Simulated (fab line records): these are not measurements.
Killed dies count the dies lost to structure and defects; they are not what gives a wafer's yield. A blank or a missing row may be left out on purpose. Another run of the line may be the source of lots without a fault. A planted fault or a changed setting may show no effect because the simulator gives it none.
Comparing a struck lot with a sound one -- flow sfqLine -- 14 out of 325 route steps
Sound: these wafers, L350.1, L350.2, L350.4. Wafers L361.1, L361.2, L361.4 were the ones struck. The cause is named last.
For every step that has rows: the tool of each side, followed by ch and its chambers, followed by its first start. Under that, the readings that differ: sound wafers -- struck wafers -- difference of the means -- sigmas: that difference in standard deviations of wafers without a fault.
alike: a reading whose means differ by less than 2 such deviations, as well as words and numbers matching on both sides. not compared: withheld readings; readings where some wafer has no value; bounds like >300 that might hide an equal value; numbers whose values overlap and for which the record gives no deviation.
A row with sigmas, a row that says differs or no value, or rows on one side alone: a step with any of these is where the two part. Non-overlapping numbers with no deviation appear without sigmas and do not part them. A reading that every wafer of one side lacks parts them only if that side has two wafers or more.

first, 3 steps without rows for these wafers: SFQ_TRILAYER_I5_LITHO_EXPOSE_145 (exposes mask I5, target cd 700 nm); SFQ_TRILAYER_I5_LITHO_PEB_147 (peb time 60 s); SFQ_TRILAYER_I5_LITHO_DEVELOP_146 (time 60 s).
SFQ_I5_OVL_MEAS_936:
  sound on overlay-02 at day 62 12:44; struck on overlay-02 at day 66 11:38
  alike: I5_OVL
SFQ_TRILAYER_I5_BARC_OPEN_VIA_ETCH_200: etches BARC in O2, target depth 125 nm, time 41.7 s.
  sound on rieDiel-03 ch 1,2,3, day 62 12:46; struck on rieDiel-04 ch 0,1,3, day 66 11:40
  alike: chamberPressureMTorr, drypumpMotorCurrentA, oesProductAu, rfFwdPowerW
  not compared: rfHoursCounterH
SFQ_TRILAYER_I5_ETCH_VIA_ETCH_147: etches the open film in CHF3, stops on Nb, target depth 360 nm.
  sound on rieDiel-03 ch 1,2,3, day 62 12:48; struck on rieDiel-04 ch 0,1,3, day 66 11:42
  alike: chamberPressureMTorr, drypumpMotorCurrentA, oesProductAu, rfFwdPowerW
SFQ_TRILAYER_I5_STRIP_STRIP_148: strips in O2.
  sound on rieMetal-01 ch 0,1, day 62 12:57; struck on rieMetal-01 ch 0,1, day 66 11:51
  alike: chamberPressureMTorr, drypumpMotorCurrentA, oesProductAu
  not compared: rfHoursCounterH
then, 5 steps without rows for these wafers: SFQ_TRILAYER_I5_STRIP_SOLV_CLEAN_149 (cleans in NMP, time 600 s); SFQ_TRILAYER_C5_LITHO_COAT_156 (resist thk 62 nm); SFQ_TRILAYER_C5_LITHO_COAT_151 (resist thk 650 nm); SFQ_TRILAYER_C5_LITHO_SOFTBAKE_155; SFQ_TRILAYER_C5_LITHO_EXPOSE_152 (exposes mask C5, target cd 500 nm).
-- the record jumps here: 5 days lie between the struck wafers' starts before and after --
SFQ_TRILAYER_C5_LITHO_PEB_154: peb time 60 s.
  sound on lithoTrack-03 ch 0, day 67 11:29; struck on lithoTrack-03, day 71 07:25
  no value came back on the struck wafers for chillPlateTempC (C), exhaustPa (Pa), heaterPowerTotalW (W), resistLineTempC (C); on the sound wafers chillPlateTempC (C) reads 23.13 22.87 22.97
then, 1 step without rows for these wafers: SFQ_TRILAYER_C5_LITHO_DEVELOP_153 (time 60 s).

## WHERE THEY PART
At SFQ_TRILAYER_C5_LITHO_PEB_154 and nowhere else, as far as this record goes.

WHY: whatever the simulator had introduced
Step skipped in full: lithoTrack-03, at SFQ_TRILAYER_C5_LITHO_PEB_154, from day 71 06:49 onward. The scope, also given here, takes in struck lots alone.
